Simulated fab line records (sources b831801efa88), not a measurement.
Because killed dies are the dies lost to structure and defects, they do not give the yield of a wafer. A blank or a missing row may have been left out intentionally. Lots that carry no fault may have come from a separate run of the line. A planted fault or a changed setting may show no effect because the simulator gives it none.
A struck lot beside a sound one	flow sfq-line	14 steps out of a route of 325
Sound: these wafers, L500.1, L500.5, L500.6. The struck wafers were L520.1, L520.3, L520.5. The cause is given at the end.
Per side, at each step with rows, come the tool, then ch with its chambers, and then its first start. Under that, the readings that differ: sound wafers	struck wafers	difference of the means	sigmas: that difference in standard deviations of wafers without a fault.
alike: words and numbers the same on both sides, and readings whose means are apart by under 2 such deviations; not compared: readings that were withheld, readings missing a value for some wafer, numbers with overlapping values and no deviation given by the record, and bounds like >300 which may hide the same value.
A row with sigmas, a row that says differs or no value, or rows on one side alone: a step with any of these is where the two part. Numbers that have no deviation but don't overlap get no sigmas and don't part them. A reading that every wafer of one side lacks parts them only if that side has two wafers or more.

first, 3 steps without rows for these wafers: SFQ_TRILAYER_R5_LITHO_EXPOSE_137 (exposes mask R5, target cd 500 nm); SFQ_TRILAYER_R5_LITHO_PEB_139 (peb time 60 s); SFQ_TRILAYER_R5_LITHO_DEVELOP_138 (time 60 s).
SFQ_R5_OVL_MEAS_935:
  struck on overlay-01, day 66 03:58; sound on overlay-01, day 53 18:19
  alike: R5_OVL
SFQ_TRILAYER_R5_BARC_OPEN_METAL_ETCH_177: etches BARC in O2, target depth 125 nm, time 41.7 s.
  sound on rie-metal-04 ch 0,1, day 53 18:21; struck on rie-metal-04 ch 0,1, day 66 04:01
  alike: drypump-motor-current-A, oes-product-au, rf-fwd-power-W
  not compared: rf-hours-counter-h
SFQ_TRILAYER_R5_ETCH_METAL_ETCH_139: etches the open film in Cl2, stops on SiO2, target depth 60 nm, time 40 s.
  sound on rie-metal-04 ch 0,1, day 53 18:25; struck on rie-metal-04 ch 0,1, day 66 04:04
  alike: drypump-motor-current-A, oes-product-au, rf-fwd-power-W
  not compared: rf-hours-counter-h
SFQ_TRILAYER_R5_STRIP_STRIP_140: strips in O2.
  sound on rie-metal-04 ch 0,1, day 53 18:28; struck on rie-metal-04 ch 0,1, day 66 04:08
  alike: drypump-motor-current-A, oes-product-au
  not compared: rf-hours-counter-h
then, 1 step without rows for these wafers: SFQ_TRILAYER_R5_STRIP_SOLV_CLEAN_141 (cleans in NMP, time 600 s).
SFQ_TRILAYER_A5C_DEP_PECVD_142: deposits SiO2 from SiH4/N2O, time 15.556 s, target thk 70 nm.
  sound on pecvd-01 ch 0,1,2, day 53 19:14; struck on pecvd-02 ch 0,1,2, day 66 04:54
  alike: heater-power-w, rf-fwd-power-W, throttle-valve-pct
  not compared: since-wet-clean-h
then, 3 steps without rows for these wafers: SFQ_TRILAYER_I5_LITHO_COAT_149 (resist thk 62 nm); SFQ_TRILAYER_I5_LITHO_COAT_144 (resist thk 650 nm); SFQ_TRILAYER_I5_LITHO_SOFTBAKE_148.
SFQ_TRILAYER_I5_LITHO_EXPOSE_145: exposes mask I5, target cd 700 nm.
  sound on krf-scanner-02 ch 0, day 59 13:35; struck on krf-scanner-02, day 66 07:14
  no value came back on the struck wafers for exposure-dose-mJ-cm2, focus-offset-nm (nm); on the sound wafers exposure-dose-mJ-cm2 reads 21.323 21.286 21.289
  alike: mask
then, 1 step without rows for these wafers: SFQ_TRILAYER_I5_LITHO_PEB_147 (peb time 60 s).

WHERE THEY PART
Only at SFQ_TRILAYER_I5_LITHO_EXPOSE_145, within this record.

WHY: whatever the simulator had introduced
Skipped step whole: krf-scanner-02, from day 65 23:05 on, at SFQ_TRILAYER_I5_LITHO_EXPOSE_145. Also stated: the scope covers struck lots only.
